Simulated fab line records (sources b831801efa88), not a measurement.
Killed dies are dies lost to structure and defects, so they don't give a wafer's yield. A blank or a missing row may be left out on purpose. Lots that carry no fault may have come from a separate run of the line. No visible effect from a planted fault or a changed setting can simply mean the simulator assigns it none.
Split-lot trial    flow gf180mcu    route with 602 steps; 5 lots, 23 wafers read

SPLIT DETAILS
At GF_HV_LDD_EXPOSE_04 (exposes mask Nplus LV AREA, target cd 400 nm), the setting doseMj was moved away from the recipe's 140 on 6 of the 23 wafers read, by -4.0% to +3.4%. This setting was run at the recipe's value on the other wafers.

FROM THE SPLIT TO THE READING: what the file shows between them, 2 steps
- GF_HV_LDD_PEB_05
- GF_HV_LDD_DEVELOP_06: develop time 60 s

THE READING
cdNm (nm) at GF_HV_LDD_CD_MEAS_07, where the cd target is 400 nm. On this fab line, fault-free wafers typically give 400.7 nm with a standard deviation of 1.6 nm.

wafer   tool, chamber at the split  doseMj as run  against the recipe  cdNm, nm  against lot-mates on the recipe
L076.1  ilineStepper-02, 0          140            recipe              403.4     -
L076.2  ilineStepper-02, 0          135.8          -3.0%               391.2     -11.4
L076.3  ilineStepper-02, 0          140            recipe              402.1     -
L076.5  ilineStepper-02, 0          135.8          -3.0%               393.3     -9.3
L076.6  ilineStepper-02, 0          140            recipe              402.4     -
L078.1  ilineStepper-02, 0          140            recipe              404.0     -
L078.2  ilineStepper-02, 0          140            recipe              402.3     -
L078.3  ilineStepper-02, 0          140            recipe              402.8     -
L078.4  ilineStepper-02, 0          140            recipe              404.9     -
L078.6  ilineStepper-02, 0          140            recipe              404.2     -
L080.1  ilineStepper-01, 0          140            recipe              403.1     -
L080.3  ilineStepper-01, 0          140            recipe              401.3     -
L080.5  ilineStepper-01, 0          140            recipe              400.5     -
L081.1  ilineStepper-02, 0          140            recipe              399.7     -
L081.2  ilineStepper-02, 0          140            recipe              402.5     -
L081.3  ilineStepper-02, 0          134.4          -4.0%               389.5     -12.0
L081.4  ilineStepper-02, 0          140            recipe              402.3     -
L081.6  ilineStepper-02, 0          134.4          -4.0%               390.6     -10.9
L085.1  ilineStepper-02, 0          140            recipe              399.0     -
L085.2  ilineStepper-02, 0          140            recipe              399.5     -
L085.3  ilineStepper-02, 0          140            recipe              399.6     -
L085.5  ilineStepper-02, 0          144.8          +3.4%               409.3     +9.9
L085.6  ilineStepper-02, 0          144.8          +3.4%               407.7     +8.3

THE FIT
A straight line over all 23 wafers: cdNm changes by +2.65 nm for each +1% of doseMj; r = +0.94; the points scatter about the line by 1.9 nm.
The same after taking each lot's own level away (the mean of its wafers on the recipe; 23 wafers): +2.93 nm for each +1%; r = +0.98; scatter 1.1 nm.
Per that fit: largest doseMj move, reading shift of 12 nm.
The lots' own levels span 399.37 to 403.64 nm, that is 2.7 times the standard deviation above.
The two slopes are in agreement: the lot-to-lot level therefore moves the slope only a little.
Check: with one of the wafers moved furthest among these (-4.0%) left out of the fit, the line predicts -11.9 nm for it against its lot-mates. It came out at -12 nm against them.

THE FILE'S OWN FIT
cdNm changes by +2.94 nm for each +1% of doseMj, r = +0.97.
